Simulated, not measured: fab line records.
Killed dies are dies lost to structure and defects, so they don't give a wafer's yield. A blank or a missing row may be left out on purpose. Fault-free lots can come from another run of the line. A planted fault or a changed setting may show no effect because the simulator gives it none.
fab line records | flow sfq-line
record: lots: 15 | wafers: 42 | last-day: 92
route steps=325 shown M0@38 I1@83
lots that met no fault: taken from a fault-free run of the same line
start-h: the number of hours between the record's first day and the start of the first shown wafer of the lot | wait-h: time in hours since the lot's previous step | " as in the row above | L1.1+2: a single row standing in for several wafers | - no value, or no start was given | * or withheld: withheld | < > ~ a bound
route shown NAME@n: names a module that has steps shown in the file, with the first one's number in the route | usual: mean and standard deviation over wafers with no fault | same: alike in all rows | chamber/n: place in a boat | sites: each site's reading | _std_site: the standard deviation of these | _edge_site: mean of outer sites minus mean of inner sites | radius-mm: how far each site lies from the wafer's centre | mask NAME#n: copy n | behind: the most recent tool/chamber to have shaped the wafer | hold: why the lot went on hold/how many hours it stayed there/how the hold came to an end | device: the n, p or np transistor that did not switch | end of line: tests run on the same wafers once the route is complete | a step given without rows: its recipe and nothing more | killed: count of dies lost to structure and defects at first sort (not the wafer's yield) | map: shows each die of a wafer: x if killed, . if not, _ if none is there
set.NAME: the setting that was run; set.NAME@STEP: the one run at that earlier step | model.NAME: the simulator's own value behind a step, which no gauge read
steps of the route over a sample of lots; a table a step, a row a wafer
services: from which hour (start-h, from the record's first day; less than 0 if before it) a tool's chamber was out of use, for how many hours, and why
== steps ==
step: SFQ_M0_OVL_MEAS_906
usual: M0_OVL: 0/5.7
lot.wafer | tool       | chamber | start-h | wait-h | M0_OVL[nm]
L481.1    | overlay-01 | -       | 252.21  | 0.1    | 6
L481.3    | "          | -       | "       | "      | 2
L481.6    | "          | -       | "       | "      | -1
L484.3    | overlay-01 | -       | 269.15  | 0.1    | -4
L484.4    | "          | -       | "       | "      | 0
L484.6    | "          | -       | "       | "      | -1
L485.1    | overlay-02 | -       | 285.48  | 0.1    | 0
L485.2    | "          | -       | "       | "      | -9
L485.5    | "          | -       | "       | "      | 1
L486.1    | overlay-02 | -       | 297.48  | 0.1    | 3
L486.2    | "          | -       | "       | "      | -2
L486.6    | "          | -       | "       | "      | -2
L487.1    | overlay-01 | -       | 303.48  | 0.1    | -8
L487.3    | "          | -       | "       | "      | -2
L487.5    | "          | -       | "       | "      | -3
L488.1    | overlay-02 | -       | 310.68  | 0.1    | 1
L488.2    | "          | -       | "       | "      | 0
L488.3    | "          | -       | "       | "      | 0
L489.1    | overlay-01 | -       | 315.48  | 0.1    | 5
L489.3    | "          | -       | "       | "      | 8
L489.4    | "          | -       | "       | "      | 9
L490.3    | overlay-01 | -       | 327.50  | 0.1    | 8
L490.4    | "          | -       | "       | "      | 1
L490.5    | "          | -       | "       | "      | 4
L492.2    | overlay-01 | -       | 343.09  | 0.1    | 5
L492.3    | "          | -       | "       | "      | 9
L492.6    | "          | -       | "       | "      | 2
L494.3    | overlay-01 | -       | 358.81  | 0.1    | 1
L494.4    | "          | -       | "       | "      | -4
L494.6    | "          | -       | "       | "      | -7
L496.3    | overlay-02 | -       | 381.27  | 0.1    | -4
L496.4    | "          | -       | "       | "      | -1
L498.1    | overlay-01 | -       | 399.38  | 0.1    | -5
L498.3    | "          | -       | "       | "      | -6
L501.1    | overlay-01 | -       | 424.71  | 0.1    | -13
L501.3    | "          | -       | "       | "      | -15
L502.2    | overlay-01 | -       | 431.91  | 0.1    | -9
L502.3    | "          | -       | "       | "      | -8
L502.4    | "          | -       | "       | "      | -9
L503.1    | overlay-01 | -       | 439.23  | 0.1    | 7
L503.3    | "          | -       | "       | "      | 3
L503.4    | "          | -       | "       | "      | 8
step: SFQ_TRILAYER_M0_BARC_OPEN_METAL_ETCH_031
recipe: mask-material: PR | chemistry: O2 | target-depth-nm: 125 | target: BARC | icp-w: 600 | bias-w: 80 | pressure-mtorr: 10 | time-s: 41.7
usual: drypump-motor-current-A: 6.09/0.28 | oes-product-au: 0.685/0.0048 | run-length-s: 69.9/0.31
lot.wafer | tool         | chamber | start-h | wait-h | drypump-motor-current-A | oes-product-au | rf-hours-counter-h | run-length-s
L481.1    | rie-metal-02 | 0       | 252.25  | 0.0    | 6.26                    | 0.685          | 70                 | 70.1
L481.3    | "            | 0       | "       | "      | 6.28                    | 0.677          | -                  | 69.8
L481.6    | "            | 0       | "       | "      | 6.24                    | 0.685          | -                  | 70.4
L484.3    | rie-metal-02 | 0       | 269.19  | 0.0    | 6.28                    | 0.681          | -                  | 70.4
L484.4    | "            | 1       | "       | "      | 5.92                    | 0.681          | -                  | 69.9
L484.6    | "            | 0       | "       | "      | 6.30                    | 0.691          | -                  | 69.8
L485.1    | rie-metal-02 | 0       | 285.52  | 0.0    | 6.25                    | 0.682          | 75                 | 70.0
L485.2    | "            | 1       | "       | "      | 5.89                    | 0.684          | 19                 | 70.3
L485.5    | "            | 1       | "       | "      | 5.92                    | 0.687          | -                  | 69.9
L486.1    | rie-metal-02 | 0       | 297.52  | 0.0    | 6.26                    | 0.669          | 78                 | 69.8
L486.2    | "            | 1       | "       | "      | 5.86                    | 0.678          | 21                 | 70.0
L486.6    | "            | 0       | "       | "      | 6.23                    | 0.682          | -                  | 70.1
L487.1    | rie-metal-03 | 1       | 303.52  | 0.0    | 5.73                    | 0.683          | 41                 | 70.0
L487.3    | "            | 0       | "       | "      | 6.61                    | 0.676          | -                  | 70.1
L487.5    | "            | 1       | "       | "      | 5.73                    | 0.683          | -                  | 70.1
L488.1    | rie-metal-02 | 1       | 310.72  | 0.0    | 5.91                    | 0.685          | 24                 | 69.9
L488.2    | "            | 0       | "       | "      | 6.25                    | 0.682          | 80                 | 70.0
L488.3    | "            | 0       | "       | "      | 6.25                    | 0.693          | -                  | 70.1
L489.1    | rie-metal-03 | 0       | 315.52  | 0.0    | 6.60                    | 0.688          | 50                 | 69.8
L489.3    | "            | 0       | "       | "      | 6.58                    | 0.681          | -                  | 70.2
L489.4    | "            | 1       | "       | "      | 5.72                    | 0.687          | -                  | 69.4
L490.3    | rie-metal-02 | 1       | 327.54  | 0.0    | 5.91                    | 0.685          | -                  | 70.0
L490.4    | "            | 0       | "       | "      | 6.21                    | 0.682          | -                  | 70.1
L490.5    | "            | 0       | "       | "      | 6.23                    | 0.687          | -                  | 69.9
L492.2    | rie-metal-01 | 0       | 343.12  | 0.0    | 5.92                    | 0.686          | 9                  | 69.8
L492.3    | "            | 0       | "       | "      | 5.96                    | 0.675          | -                  | 70.0
L492.6    | "            | 1       | "       | "      | 6.07                    | 0.681          | -                  | 69.9
L494.3    | rie-metal-02 | 0       | 358.85  | 0.0    | 6.26                    | 0.687          | -                  | 69.9
L494.4    | "            | 1       | "       | "      | 5.90                    | 0.687          | -                  | 70.0
L494.6    | "            | 0       | "       | "      | 6.21                    | 0.687          | -                  | 70.2
L496.3    | rie-metal-02 | 0       | 381.31  | 0.0    | 6.22                    | 0.682          | -                  | 70.0
L496.4    | "            | 1       | "       | "      | 5.88                    | 0.691          | -                  | 70.0
L498.1    | rie-metal-01 | 0       | 399.42  | 0.0    | 5.91                    | 0.688          | 18                 | 69.9
L498.3    | "            | 0       | "       | "      | 5.92                    | 0.681          | -                  | 69.8
L501.1    | rie-metal-03 | 1       | 424.74  | 0.0    | 5.74                    | 0.691          | 59                 | 70.2
L501.3    | "            | 0       | "       | "      | 6.60                    | 0.689          | -                  | 69.5
L502.2    | rie-metal-01 | 1       | 431.94  | 0.0    | 6.10                    | 0.685          | 146                | 69.7
L502.3    | "            | 1       | "       | "      | 6.07                    | 0.684          | -                  | 70.1
L502.4    | "            | 0       | "       | "      | 5.95                    | 0.683          | -                  | 69.9
L503.1    | rie-metal-03 | 0       | 439.27  | 0.0    | 6.59                    | 0.684          | 68                 | 69.6
L503.3    | "            | 1       | "       | "      | 5.74                    | 0.684          | -                  | 69.5
L503.4    | "            | 0       | "       | "      | 6.57                    | 0.691          | -                  | 69.4
step: SFQ_I1_OVL_MEAS_913
usual: I1_OVL: -2/6.3
lot.wafer | tool       | chamber | start-h | wait-h | I1_OVL[nm]
L481.1    | overlay-01 | -       | 695.39  | 0.1    | 3
L481.3    | "          | -       | "       | "      | -3
L481.6    | "          | -       | "       | "      | -4
L484.3    | overlay-01 | -       | 712.20  | 0.1    | 1
L484.4    | "          | -       | "       | "      | 3
L484.6    | "          | -       | "       | "      | 1
L485.1    | overlay-02 | -       | 724.19  | 0.1    | -4
L485.2    | "          | -       | "       | "      | 3
L485.5    | "          | -       | "       | "      | 3
L486.1    | overlay-02 | -       | 738.71  | 0.1    | -5
L486.2    | "          | -       | "       | "      | -5
L486.6    | "          | -       | "       | "      | -12
L487.1    | overlay-02 | -       | 742.31  | 0.1    | -6
L487.3    | "          | -       | "       | "      | 1
L487.5    | "          | -       | "       | "      | -6
L488.1    | overlay-01 | -       | 767.74  | 0.1    | -4
L488.2    | "          | -       | "       | "      | -5
L488.3    | "          | -       | "       | "      | -10
L489.1    | overlay-01 | -       | 771.34  | 0.1    | 1
L489.3    | "          | -       | "       | "      | -1
L489.4    | "          | -       | "       | "      | -7
L490.3    | overlay-01 | -       | 777.47  | 0.1    | -4
L490.4    | "          | -       | "       | "      | 3
L490.5    | "          | -       | "       | "      | -6
L492.2    | overlay-01 | -       | 781.07  | 0.1    | -4
L492.3    | "          | -       | "       | "      | -8
L492.6    | "          | -       | "       | "      | -9
L494.3    | overlay-02 | -       | 787.20  | 0.1    | -3
L494.4    | "          | -       | "       | "      | -3
L494.6    | "          | -       | "       | "      | -6
L496.3    | overlay-02 | -       | 792.00  | 0.1    | -2
L496.4    | "          | -       | "       | "      | 2
L498.1    | overlay-02 | -       | 794.39  | 0.1    | -13
L498.3    | "          | -       | "       | "      | -11
L501.1    | overlay-01 | -       | 799.19  | 0.1    | -9
L501.3    | "          | -       | "       | "      | -3
L502.2    | overlay-01 | -       | 800.39  | 0.1    | -1
L502.3    | "          | -       | "       | "      | 4
L502.4    | "          | -       | "       | "      | 0
L503.1    | overlay-01 | -       | 802.79  | 0.1    | -4
L503.3    | "          | -       | "       | "      | 3
L503.4    | "          | -       | "       | "      | 5
step: SFQ_TRILAYER_I1_VIA_BARC_OPEN_VIA_ETCH_071
recipe: mask-material: PR | chemistry: O2 | target-depth-nm: 125 | target: BARC | source-w: 500 | bias-w: 80 | pressure-mtorr: 30 | time-s: 41.7
usual: drypump-motor-current-A: 5.7/0.53 | oes-product-au: 0.686/0.0053 | run-length-s: 69.9/0.38
lot.wafer | tool        | chamber | start-h | wait-h | drypump-motor-current-A | oes-product-au | rf-hours-counter-h | run-length-s
L481.1    | rie-diel-04 | 2       | 695.42  | 0.0    | 5.3                     | 0.681          | 1                  | 69.8
L481.3    | "           | 1       | "       | "      | 5.4                     | 0.686          | 14                 | 69.7
L481.6    | "           | 0       | "       | "      | 5.7                     | 0.684          | -                  | 70.2
L484.3    | rie-diel-01 | 1       | 712.22  | 0.0    | 5.5                     | 0.682          | 6                  | 69.7
L484.4    | "           | 2       | "       | "      | 6.9                     | 0.681          | 39                 | 69.8
L484.6    | "           | 3       | "       | "      | 5.3                     | 0.682          | -                  | 70.4
L485.1    | rie-diel-04 | 2       | 724.22  | 0.0    | 5.3                     | 0.705          | 1                  | 69.4
L485.2    | "           | 0       | "       | "      | 5.7                     | 0.686          | 27                 | 70.5
L485.5    | "           | 2       | "       | "      | 5.3                     | 0.686          | -                  | 69.8
L486.1    | rie-diel-04 | 1       | 738.75  | 0.0    | 5.4                     | 0.691          | 15                 | 69.6
L486.2    | "           | 0       | "       | "      | 5.7                     | 0.691          | 28                 | 70.0
L486.6    | "           | 1       | "       | "      | 5.3                     | 0.683          | -                  | 70.2
L487.1    | rie-diel-01 | 3       | 742.35  | 0.0    | 5.3                     | 0.682          | 20                 | 70.0
L487.3    | "           | 2       | "       | "      | 6.8                     | 0.690          | 40                 | 69.7
L487.5    | "           | 3       | "       | "      | 5.3                     | 0.685          | -                  | 70.1
L488.1    | rie-diel-01 | 0       | 767.77  | 0.0    | 5.6                     | 0.684          | 7                  | 70.0
L488.2    | "           | 3       | "       | "      | 5.3                     | 0.684          | 20                 | 70.3
L488.3    | "           | 2       | "       | "      | 6.8                     | 0.685          | 40                 | 69.7
L489.1    | rie-diel-04 | 0       | 771.37  | 0.0    | 5.7                     | 0.686          | 28                 | 70.6
L489.3    | "           | 1       | "       | "      | 5.3                     | 0.697          | 16                 | 69.7
L489.4    | "           | 3       | "       | "      | 6.0                     | 0.689          | 1                  | 70.2
L490.3    | rie-diel-04 | 3       | 777.50  | 0.0    | 6.0                     | 0.679          | 1                  | 70.2
L490.4    | "           | 0       | "       | "      | 5.7                     | 0.687          | 28                 | 70.2
L490.5    | "           | 0       | "       | "      | 5.7                     | 0.682          | -                  | 69.9
L492.2    | rie-diel-04 | 3       | 781.10  | 0.0    | 6.0                     | 0.684          | 1                  | 70.4
L492.3    | "           | 0       | "       | "      | 5.7                     | 0.679          | 29                 | 70.2
L492.6    | "           | 3       | "       | "      | 6.0                     | 0.674          | -                  | 70.7
L494.3    | rie-diel-01 | 1       | 787.22  | 0.0    | 5.6                     | 0.682          | 8                  | 70.0
L494.4    | "           | 2       | "       | "      | 6.8                     | 0.683          | 40                 | 70.5
L494.6    | "           | 2       | "       | "      | 6.9                     | 0.690          | -                  | 70.0
L496.3    | rie-diel-04 | 0       | 792.02  | 0.0    | 5.7                     | 0.628          | 29                 | 79.0
L496.4    | "           | 0       | "       | "      | 5.7                     | 0.628          | -                  | 79.0
L498.1    | rie-diel-04 | 0       | 794.42  | 0.0    | 5.7                     | 0.691          | 29                 | 70.4
L498.3    | "           | 1       | "       | "      | 5.3                     | 0.631          | 16                 | 79.5
L501.1    | rie-diel-04 | 1       | 799.22  | 0.0    | 5.4                     | 0.688          | 16                 | 70.0
L501.3    | "           | 0       | "       | "      | 5.7                     | 0.631          | 29                 | 79.2
L502.2    | rie-diel-01 | 0       | 800.42  | 0.0    | 5.6                     | 0.682          | 8                  | 70.0
L502.3    | "           | 1       | "       | "      | 5.5                     | 0.698          | 8                  | 69.7
L502.4    | "           | 3       | "       | "      | 5.3                     | 0.682          | 21                 | 70.8
L503.1    | rie-diel-03 | 3       | 802.82  | 0.0    | 4.7                     | 0.679          | 0                  | 70.4
L503.3    | "           | 0       | "       | "      | 6.5                     | 0.687          | 14                 | 69.8
L503.4    | "           | 1       | "       | "      | 5.0                     | 0.680          | 25                 | 68.9
== services ==
tool         | chamber | start-h | hours | kind
rie-diel-01  | 3       | 248.27  | 4.5   | repair
rie-metal-02 | -       | 253.29  | 14.6  | pm
rie-diel-01  | 1       | 275.84  | 3.2   | repair
rie-diel-04  | 2       | 277.60  | 5.1   | repair
rie-diel-01  | -       | 295.04  | 1.1   | repair
rie-diel-01  | 1       | 296.63  | 8.7   | repair
rie-diel-01  | 1       | 312.29  | 1.4   | repair
rie-diel-04  | 2       | 365.71  | 4.6   | repair
rie-diel-04  | 0       | 375.23  | 6.0   | repair
rie-diel-01  | 3       | 402.84  | 3.6   | repair
rie-diel-01  | 2       | 445.98  | 4.7   | repair
rie-metal-02 | 0       | 472.82  | 1.9   | repair
rie-diel-04  | 3       | 501.87  | 4.0   | repair
rie-diel-04  | -       | 508.44  | 0.1   | repair
rie-metal-02 | 1       | 523.75  | 10.2  | repair
rie-diel-04  | -       | 563.90  | 14.6  | pm
rie-metal-02 | 0       | 567.94  | 16.1  | repair
rie-metal-02 | -       | 578.56  | 2.8   | pm
rie-diel-04  | 3       | 608.99  | 12.6  | repair
rie-diel-04  | -       | 609.61  | 2.8   | pm
rie-metal-02 | 1       | 625.76  | 4.1   | repair
rie-diel-04  | 0       | 747.62  | 3.1   | repair
rie-diel-04  | 3       | 787.09  | 19.4  | repair
rie-diel-04  | 2       | 802.75  | 4.6   | repair
== key ==
first-sign: step: SFQ_TRILAYER_I1_VIA_BARC_OPEN_VIA_ETCH_071 | reading: run-length-s | direction: up | sigmas: 25 | usual: * | struck: *
effect: step: SFQ_TRILAYER_I1_VIA_BARC_OPEN_VIA_ETCH_071 | reading: oes-product-au | direction: down | sigmas: 11 | usual: 0.686 | struck: 0.629
met-at SFQ_TRILAYER_I1_VIA_BARC_OPEN_VIA_ETCH_071
struck-lots L496,L498,L501
struck-wafers L496.3,L496.4,L498.3,L501.3
not-acting-at SFQ_M0_OVL_MEAS_906,SFQ_TRILAYER_M0_BARC_OPEN_METAL_ETCH_031,SFQ_I1_OVL_MEAS_913
onset-between 781.10 792.02
fault: kind: process-parameter-drift | tool: rie-diel-04 | chamber: - | onset-h: 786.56 | steps: SFQ_TRILAYER_I1_VIA_BARC_OPEN_VIA_ETCH_071 | channel: time-s | offset: * | shape: step | end-h: 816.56 | scope: struck-wafers-only | acts-in: * | stated: *
